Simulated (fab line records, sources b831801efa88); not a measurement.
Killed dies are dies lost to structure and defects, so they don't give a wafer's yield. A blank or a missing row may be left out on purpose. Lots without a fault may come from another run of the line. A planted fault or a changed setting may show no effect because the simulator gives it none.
One fault seen from 2 desks | flow sky130 | each desk has only its own numbers; what lay behind them comes last

THE METROLOGY DESK
What the gauges read, lot by lot, whatever tool the lot ran on: means of the sampled wafers that have a number. A lot is out of limits, marked OUT, if its mean lies more than 4 standard deviations from the usual mean; the brackets give that distance.
Columns: A = FIELD_ISO_OXIDATION_01_THK at SKY_FIELD_ISO_THK_MEAS_23, usual 10.06 nm; B = FIELD_ISO_CVD_24_THK at SKY_FIELD_ISO_THK_MEAS_25, usual 595 nm; C = NWELL_OXIDATION_THK at SKY_NWELL_THK_MEAS_02, usual 10.03 nm; D = DNWELL_TW at SKY_DNWELL_TW_MEAS_09, usual 1111; E = PWDE_OVL at SKY_PWDE_OVL_MEAS_07, usual -0.4 nm; F = PWDE_TW at SKY_PWDE_TW_MEAS_10, usual 375
lot  | first seen here | A     | B   | C     | D    | E    | F
L607 | day 3 03:40     | 10.10 | 592 | 10.16 | 1103 | -0.5 | 375
L612 | day 4 06:07     | 9.93  | 599 | 9.67  | 1105 | -0.8 | 378
L618 | day 5 12:50     | 10.21 | 591 | 10.12 | 1114 | 0.8  | 373
L625 | day 7 05:37     | 10.10 | 594 | 10.13 | 1105 | 1.4  | 378
L626 | day 7 06:48     | 10.12 | 597 | 10.24 | 1110 | 0.9  | 374
This desk's finding: nothing out of limits on any of the 5 lots.

THE TOOL OWNER'S DESK: wet_bench-04
The tool's own readings at SKY_FIELD_ISO_WET_ETCH_30 (etches SiO2 in dHF, target depth 25 nm, time 50 s): means of the sampled wafers that have a number, for each lot that ran on this tool. A lot is out of limits, marked OUT, if its mean lies more than 4 standard deviations from the usual mean; the brackets give that distance.
Columns: A = run_length_s at SKY_FIELD_ISO_WET_ETCH_30, usual 79 s
lot  | first seen here | A
L612 | day 4 10:25     | 75
L618 | day 5 15:24     | 58 (-6.4) OUT
This desk's finding: out of limits on L618; first on L618, day 5 15:24 (run_length_s at SKY_FIELD_ISO_WET_ETCH_30). In limits: L612.

PUT TOGETHER
The tool owner's desk could have raised an alarm at day 5 15:24, on L618.
The metrology desk saw nothing out of limits.
The metrology desk has L618 on record, within its limits.
Of the lots named, all ran SKY_FIELD_ISO_WET_ETCH_30 on wet_bench-04.

WHAT THE SIMULATOR HAD PUT IN
Process parameter drift: wet_bench-04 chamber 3, from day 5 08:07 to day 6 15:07, at SKY_FIELD_ISO_WET_ETCH_30. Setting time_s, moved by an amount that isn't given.
Lots struck among those shown: L618.
Hours from the fault's start to each desk's first reading out of limits: the tool owner's desk, 7.
